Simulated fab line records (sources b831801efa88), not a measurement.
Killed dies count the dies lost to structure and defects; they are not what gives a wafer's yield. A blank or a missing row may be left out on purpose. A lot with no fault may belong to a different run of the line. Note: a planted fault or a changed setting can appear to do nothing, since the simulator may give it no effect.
Which tool is to blame? ; flow sky130 ; 42 wafers from 14 lots sampled at 4 of the route's 708 steps

WHAT THE GAUGES SHOWED, per wafer
SKY_FIELD_ISO_THK_MEAS_04. Usual: FIELD_ISO_CVD_03_THK gives 164.7 nm (standard deviation 1.5).
lot;measured;on;FIELD_ISO_CVD_03_THK (nm);flag
L936;day 1 14:18;film metro-01;163.2 164.6 163.9;
L937;day 1 18:35;film metro-03;166.1 166.5 166.0;
L939;day 2 05:15;film metro-01;166.5 165.9 166.2;
L941;day 2 14:29;film metro-03;162.9 164.4 163.4;
L942;day 2 21:08;film metro-03;164.5 164.8 165.3;
L943;day 3 00:29;film metro-02;164.8 163.1 164.7;
L944;day 3 07:06;film metro-02;165.3 164.9 164.1;
L945;day 3 11:28;film metro-01;164.2 164.5 164.4;
L947;day 3 20:58;film metro-03;166.0 167.0 166.7;
L948;day 4 03:20;film metro-03;163.6 164.0 162.2;
L949;day 4 07:31;film metro-01;163.5 164.2 164.5;
L955;day 5 14:11;film metro-02;164.0 164.9 162.9;
L956;day 5 19:07;film metro-02;164.2 163.6 164.7;
L958;day 6 07:10;film metro-02;164.5 164.5 165.0;

SKY_VT_ADJUST_HVTR_CD_MEAS_07 targets a cd of 380 nm. Usual: cd nm reads 380.7 nm (standard deviation 2.1).
lot;measured;on;cd nm (nm);flag
L936;day 9 11:20;cd sem-01;379.4 378.1 378.1;
L937;day 9 15:13;cd sem-01;378.8 379.0 377.9;
L939;day 10 06:57;cd sem-02;379.5 379.6 379.7;
L941;day 10 22:53;cd sem-02;383.9 383.2 382.2;
L942;day 11 04:22;cd sem-02;380.4 378.7 379.0;
L943;day 11 16:24;cd sem-01;379.8 381.5 380.4;
L944;day 11 22:42;cd sem-01;378.8 380.2 382.3;
L945;day 12 06:54;cd sem-02;383.4 384.7 384.0;
L947;day 12 19:12;cd sem-02;382.4 382.1 382.3;
L948;day 13 02:40;cd sem-02;381.5 379.7 377.8;
L949;day 13 08:37;cd sem-02;381.0 381.8 381.8;
L955;day 15 07:35;cd sem-01;378.7 376.7 377.8;
L956;day 15 21:29;cd sem-02;379.8 379.4 380.6;
L958;day 16 14:56;cd sem-01;381.3 380.7 381.9;

TOOL THAT RAN EACH LOT (tool first, then ch and the chambers of the sampled wafers, then the start)
lot;SKY_FIELD_ISO_DEVELOP_12;SKY_FIELD_ISO_ETCH_17
L936;litho track-03 ch 0, day 2 05:00;rie si-01 ch 0,1,3, day 2 05:53
L937;litho track-01 ch 0, day 2 08:00;rie si-02 ch 0,2,3, day 2 09:19
L939;litho track-02 ch 0, day 2 20:00;rie si-01 ch 0,2,3, day 2 20:49
L941;litho track-01 ch 0, day 3 06:00;rie si-02 ch 0,2,3, day 3 06:34
L942;litho track-01 ch 0, day 3 13:00;rie si-01 ch 1,2,3, day 3 13:37
L943;litho track-03 ch 0, day 3 16:00;rie si-01 ch 0,2,3, day 3 17:08
L944;litho track-02 ch 0, day 3 23:00;rie si-02 ch 0,3, day 4 00:07
L945;litho track-01 ch 0, day 4 03:00;rie si-02 ch 0,3, day 4 04:10
L947;litho track-01 ch 0, day 4 13:00;rie si-01 ch 0,2,3, day 4 14:25
L948;litho track-01 ch 0, day 4 20:00;rie si-02 ch 0,1,2, day 4 21:16
L949;litho track-01 ch 0, day 5 00:00;rie si-02 ch 0,2, day 5 00:52
L955;litho track-01 ch 0, day 6 08:00;rie si-02 ch 0,1,2, day 6 08:34
L956;litho track-01 ch 0, day 6 13:00;rie si-01 ch 0,3, day 6 13:34
L958;litho track-01 ch 0, day 7 03:00;rie si-02 ch 1,2, day 7 03:38
- SKY_FIELD_ISO_DEVELOP_12: develop time 60 s.
- SKY_FIELD_ISO_ETCH_17: etches Si in HBr/Cl2/O2, target depth 342 nm, time 97.7 s.

WHAT THE TOOLS THEMSELVES READ (means of the sampled wafers that have a number; where no wafer has one, the mark that the record gives instead)
SKY_FIELD_ISO_DEVELOP_12. Usual: developer temp C reads 20.98 C (standard deviation 0.11).
lot;tool;developer temp C (C);flag
L936;litho track-03;21.03;
L937;litho track-01;21.03;
L939;litho track-02;20.96;
L941;litho track-01;21.01;
L942;litho track-01;20.90;
L943;litho track-03;20.89;
L944;litho track-02;20.99;
L945;litho track-01;21.05;
L947;litho track-01;20.84;
L948;litho track-01;21.00;
L949;litho track-01;20.91;
L955;litho track-01;19.99;OFF
L956;litho track-01;20.05;OFF
L958;litho track-01;20.30;OFF

SKY_FIELD_ISO_ETCH_17. Usual: O2_flow_sccm 6.002 sccm, standard deviation 0.017; drypump motor current A 5.5 A, standard deviation 0.46; oes product au 1.001 a.u., standard deviation 0.0068; throttle valve pct 25.655 %, standard deviation 0.0093.
lot;tool;O2_flow_sccm (sccm);drypump motor current A (A);oes product au (a.u.);throttle valve pct (%);flag
L936;rie si-01;5.990;5.4;1.000;25.660;
L937;rie si-02;6.022;5.4;1.001;25.649;
L939;rie si-01;6.011;5.0;1.007;25.649;
L941;rie si-02;6.019;5.4;1.004;25.653;
L942;rie si-01;5.994;5.3;1.001;25.663;
L943;rie si-01;6.006;5.0;0.994;25.653;
L944;rie si-02;5.997;5.5;1.001;25.654;
L945;rie si-02;6.003;5.4;0.991;25.659;
L947;rie si-01;6.010;5.0;0.994;25.660;
L948;rie si-02;5.991;5.6;0.997;25.647;
L949;rie si-02;6.010;5.4;0.999;25.656;
L955;rie si-02;6.023;5.7;1.003;25.658;
L956;rie si-01;6.005;5.1;1.006;25.661;
L958;rie si-02;6.005;5.5;1.009;25.647;

THE ANSWER, worked out from the rows above alone
Rule: a lot is off if the mean of its wafers that have a number lies more than 3 standard deviations from the usual mean. Also off: a lot with no number at a reading for which 4 or more lots have one. Where the step has rows for the other lots, those lots are counted as sound. Order of review: gauges by route order, followed by the tools' own readings, for which a lot's mean as printed above is used. The first step at which some lot is off is used, and at that step the reading that is off furthest; a lot without a number counts as furthest.
Off, at SKY_FIELD_ISO_DEVELOP_12 on developer temp C: L955, L956, L958.
A tool fits if, at that step or a process step before it, it ran every lot that is off, and no sound lot after the first of them. One fits: litho track-01 at SKY_FIELD_ISO_DEVELOP_12. A fault onset in the window from L949 (day 5 00:00, its last sound lot) to L955 (day 6 08:00, its first lot off) fits.
The tool's own readings at SKY_FIELD_ISO_DEVELOP_12 bear it out: on the lots that are off they differ by more than 5 times the standard deviation of the sound lots' means. developer temp C reads 20.11 C there against 20.96 C on the sound lots.

WHAT THE SIMULATOR HAD INSERTED
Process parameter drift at SKY_FIELD_ISO_DEVELOP_12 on litho track-01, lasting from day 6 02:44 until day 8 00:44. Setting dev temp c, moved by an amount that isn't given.
Shown lots that were struck: L955, L956, L958. Same finding as the rule above.
